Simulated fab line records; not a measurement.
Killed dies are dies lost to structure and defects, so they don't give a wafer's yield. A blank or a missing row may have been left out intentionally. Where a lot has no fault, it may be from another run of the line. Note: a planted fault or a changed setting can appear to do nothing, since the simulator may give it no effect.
Matching of chambers	flow sky130	4 sister chambers for SKY_VIA2_CMP_02 on cmp-02
The step polishes SiO2. 8 wafers are shown with their chamber, then 7 later ones without.

== WAFERS, EACH WITH ITS CHAMBER ==
wafer	chamber	motorCurrentA (A)
L177.2	2	9.7
L178.5	2	10.0
L178.6	1	13.5
L179.4	3	11.3
L179.5	3	11.3
L179.6	0	13.3
L191.1	0	13.2
L191.2	1	13.6

== WAFERS WITHOUT THEIR CHAMBER ==
wafer	motorCurrentA (A)
L191.3	10.0
L197.1	10.8
L197.2	13.3
L197.4	10.4
L198.2	11.4
L198.3	13.5
L198.4	9.4

== WHICH CHAMBER EACH ONE RAN IN ==
wafer	from the rows above	in truth
L191.3	2	2
L197.1	3	3
L197.2	can't be placed: 0 or 1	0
L197.4	2	2
L198.2	3	3
L198.3	can't be placed: 1 or 0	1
L198.4	2	2
Correct placement for 5 of the 7. Unplaceable from these rows: 2, with the true chamber sitting among the candidates in 2. 0 placed wrongly.
How it was worked out, from the rows above alone: a wafer's distance from a chamber is the root of the sum, over the readings, of the square of ((its reading less the chamber's mean) divided by the reading's scatter). The wafer belongs to the nearest chamber; if the next one is less than 2 further off, it can't be placed. For every chamber, the mean is computed from those of its wafers that are shown. The scatter: the root of (the sum of the squares of (reading less its chamber's mean) over the shown wafers, divided by (wafers less chambers)).
